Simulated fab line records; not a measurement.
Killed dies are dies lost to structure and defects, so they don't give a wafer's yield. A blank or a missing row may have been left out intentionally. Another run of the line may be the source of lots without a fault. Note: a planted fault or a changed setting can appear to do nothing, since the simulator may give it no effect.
Comparing a struck lot with a sound one ; flow sky130 ; 14 steps out of a route of 708
Sound: these wafers, L750.1, L750.2, L750.4. The struck wafers were L766.1, L766.2, L766.4. The cause is given at the end.
Each step with rows lists, per side, the tool, then ch with its chambers, then its first start. Under that, the readings that differ: sound wafers ; struck wafers ; difference of the means ; sigmas: that difference in standard deviations of wafers without a fault.
alike: readings with means less than 2 such deviations apart, plus words and numbers identical on both sides. not compared: withheld readings, readings lacking a value on some wafer, bounds such as >300 that could conceal the same value, and numbers that have no deviation in the record and whose values overlap.
Wherever a step has rows on one side only, a row that says differs or no value, or a row with sigmas, the two part there. Numbers that have no deviation but don't overlap get no sigmas and don't part them. A reading that every wafer of one side lacks parts them only if that side has two wafers or more.

first, 3 steps without rows for these wafers: SKY_VT_ADJUST_HVTP_EXPOSE_04 (exposes mask HVTPM, target cd 380 nm); SKY_VT_ADJUST_HVTP_PEB_05; SKY_VT_ADJUST_HVTP_DEVELOP_06 (develop time 60 s).
SKY_VT_ADJUST_HVTP_CD_MEAS_07: the cd target is 380 nm.
  struck on cd sem-01, day 11 07:14; sound on cd sem-01, day 7 00:05
  alike: cd nm
SKY_VT_ADJUST_HVTP_OVL_MEAS_08:
  struck on overlay-02, day 11 07:21; sound on overlay-02, day 7 00:12
  alike: VT_ADJUST_HVTP_OVL
after that, 1 step had no rows for these wafers: SKY_VT_ADJUST_HVTP_IMPLANT_09.
SKY_VT_ADJUST_HVTP_STRIP_10: strips in O2/N2.
  sound on plasma asher-01 ch 0,1, day 7 00:23; struck on plasma asher-01 ch 0,1, day 11 07:32
  alike: drypump motor current A, oes product au, strip time to endpoint s
  not compared: rf hours counter h
SKY_VT_ADJUST_HVTP_TW_MEAS_11:
  struck on film metro-01, day 11 07:38; sound on film metro-01, day 7 00:29
  alike: VT_ADJUST_HVTP_TW
then, 4 steps without rows for these wafers: SKY_VT_ADJUST_LVTN_DEHYDRATE_00 (time 60 s); SKY_VT_ADJUST_LVTN_HMDS_01 (prime time 60 s); SKY_VT_ADJUST_LVTN_COAT_02 (resist thk 3000 nm); SKY_VT_ADJUST_LVTN_SOFTBAKE_03.
SKY_VT_ADJUST_LVTN_EXPOSE_04: exposes mask NWM COMPLEMENT LESS NATIVE, target cd 840 nm.
  sound on iline stepper-02 ch 0, day 7 10:49; struck on iline stepper-02, day 11 19:02
  no value came back on the struck wafers for exposure dose mJ cm2, focus offset nm (nm); on the sound wafers exposure dose mJ cm2 reads 193.97 194.18 194.12
  alike: mask
after that, 1 step had no rows for these wafers: SKY_VT_ADJUST_LVTN_PEB_05.

== WHERE THEY PART ==
SKY_VT_ADJUST_LVTN_EXPOSE_04 only, going by this record.

WHY: the cause the simulator had injected
At SKY_VT_ADJUST_LVTN_EXPOSE_04, the step was skipped entirely on iline stepper-02 from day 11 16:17 on. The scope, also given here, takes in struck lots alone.
